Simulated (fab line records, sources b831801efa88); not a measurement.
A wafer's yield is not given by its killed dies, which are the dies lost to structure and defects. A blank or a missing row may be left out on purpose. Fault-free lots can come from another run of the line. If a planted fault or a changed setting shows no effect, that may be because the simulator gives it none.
One fault through the eyes of 2 desks | flow gf180mcu | each desk has only its own numbers; what lay behind them comes last

## FOR THE TOOL OWNER'S DESK: pvd-sputter-03
The tool's own readings at GF_M1_SPUTTER_04 (material TiN, target thk 50 nm, time 41.7 s): means of the sampled wafers that have a number, for each lot that ran on this tool. If a lot's mean is further than 4 standard deviations from the usual mean, the lot is out of limits and carries the mark OUT (the distance appears in the brackets).
Columns: A = chamber-pressure-pa at GF_M1_SPUTTER_04, usual 0.4001 Pa; B = throttle-valve-pct at GF_M1_SPUTTER_04, usual 30.0 %
lot  | first seen here | A      | B
L379 | day 17 11:19    | 0.4003 | 30.4
L393 | day 22 12:05    | 0.4003 | 29.5
This desk found nothing out of limits on any of the 2 lots.

## FROM THE METROLOGY DESK
Means of the sampled wafers that have a number, per lot and without regard to the tool the lot ran on: this is what the gauges read. If a lot's mean is further than 4 standard deviations from the usual mean, the lot is out of limits and carries the mark OUT (the distance appears in the brackets). Only the readings that lie furthest out on some lot appear, 7 of the 9 it has.
Columns: A = M1_ALCU_RS at GF_M1_RS_MEAS_05, usual 0.0697 ohm/sq; B = M1_ALCU_THK at GF_M1_THK_MEAS_06, usual 446 nm; C = cd-nm at GF_M1_CD_MEAS_14, usual 230.4 nm; D = M1_OVL at GF_M1_OVL_MEAS_15, usual -1 nm; E = V1_CVD_00_THK at GF_V1_THK_MEAS_01, usual 599 nm; F = V1_CVD_02_THK at GF_V1_THK_MEAS_03, usual 854 nm; G = V1_BOW at GF_V1_BOW_MEAS_05, usual 80 um
lot  | first seen here | A      | B   | C     | D  | E   | F   | G
L379 | day 17 10:42    | 0.0695 | 442 | 229.7 | -3 | 597 | 861 | 74
L382 | day 18 18:50    | 0.0678 | 460 | 231.3 | 3  | 598 | 853 | 84
L393 | day 22 11:26    | 0.0694 | 448 | 228.5 | 2  | 610 | 844 | 75
L397 | day 23 16:40    | 0.0706 | 441 | 229.9 | -8 | 604 | 856 | 91
L398 | day 23 20:59    | 0.0704 | 440 | 230.2 | 4  | 604 | 833 | 84
This desk found nothing out of limits on any of the 5 lots.

## BROUGHT TOGETHER
Nothing out of limits was seen by the tool owner's desk.
Nothing out of limits was seen by the metrology desk.

## WHAT THE SIMULATOR HAD PUT IN
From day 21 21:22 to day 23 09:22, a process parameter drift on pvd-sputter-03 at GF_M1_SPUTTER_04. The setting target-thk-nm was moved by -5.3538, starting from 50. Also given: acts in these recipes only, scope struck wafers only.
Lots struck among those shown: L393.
